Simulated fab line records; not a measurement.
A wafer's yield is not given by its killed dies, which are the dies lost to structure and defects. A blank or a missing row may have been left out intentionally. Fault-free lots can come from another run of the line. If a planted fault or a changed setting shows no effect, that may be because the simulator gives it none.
Matching of chambers + flow sky130 + 3 sister chambers for SKY_CONTACT_HDPCVD_02 on hdpcvd-02
The step deposits SiO2, target thk 565 nm, time 94.2 s. 16 wafers are shown with their chamber, then 8 later ones without.

WAFERS WITH THEIR CHAMBER
| wafer  | chamber | susceptorTempC (C) |
|--------|---------|--------------------|
| L666.1 | 0       | 599.96             |
| L666.4 | 0       | 600.00             |
| L666.5 | 2       | 600.05             |
| L671.2 | 0       | 600.28             |
| L671.3 | 2       | 599.92             |
| L671.6 | 1       | 600.01             |
| L673.1 | 1       | 599.78             |
| L673.2 | 2       | 599.94             |
| L673.4 | 1       | 600.04             |
| L680.1 | 2       | 600.26             |
| L680.2 | 0       | 599.62             |
| L680.4 | 2       | 599.73             |
| L681.1 | 0       | 600.64             |
| L681.3 | 1       | 600.27             |
| L681.4 | 1       | 599.91             |
| L682.2 | 1       | 599.95             |

SIGNATURES, as means of the wafers listed above
| reading        | chamber 0 | chamber 1 | chamber 2 | scatter within a chamber |
|----------------|-----------|-----------|-----------|--------------------------|
| susceptorTempC | 600.1000  | 599.9933  | 599.9800  | 0.258                    |
Rule: for each reading, subtract the chamber's mean from the wafer's reading, divide by that reading's scatter and square the result; add these up over the readings and take the root, which gives the wafer's distance from the chamber. The wafer belongs to the nearest chamber; if the next one is less than 2 further off, it can't be placed. The scatter: the root of (the sum of the squares of (reading less its chamber's mean) over the shown wafers, divided by (wafers less chambers)).

WAFERS WITHOUT THEIR CHAMBER
| wafer  | susceptorTempC (C) |
|--------|--------------------|
| L682.4 | 600.18             |
| L682.5 | 600.17             |
| L685.1 | 599.85             |
| L685.2 | 600.03             |
| L685.5 | 600.16             |
| L686.1 | 600.25             |
| L686.5 | 599.59             |
| L686.6 | 600.06             |

WHICH CHAMBER EACH WENT THROUGH
| wafer  | from the rows above          | in truth |
|--------|------------------------------|----------|
| L682.4 | can't be placed: 0 or 1 or 2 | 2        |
| L682.5 | can't be placed: 0 or 1 or 2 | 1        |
| L685.1 | can't be placed: 2 or 1 or 0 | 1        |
| L685.2 | can't be placed: 1 or 2 or 0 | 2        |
| L685.5 | can't be placed: 0 or 1 or 2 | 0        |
| L686.1 | can't be placed: 0 or 1 or 2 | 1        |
| L686.5 | can't be placed: 2 or 1 or 0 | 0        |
| L686.6 | can't be placed: 0 or 1 or 2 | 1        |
Placed correctly: 0 of 8. From these rows, 8 cannot be placed; in 8 the true chamber is one of the candidates. 0 placed wrongly.
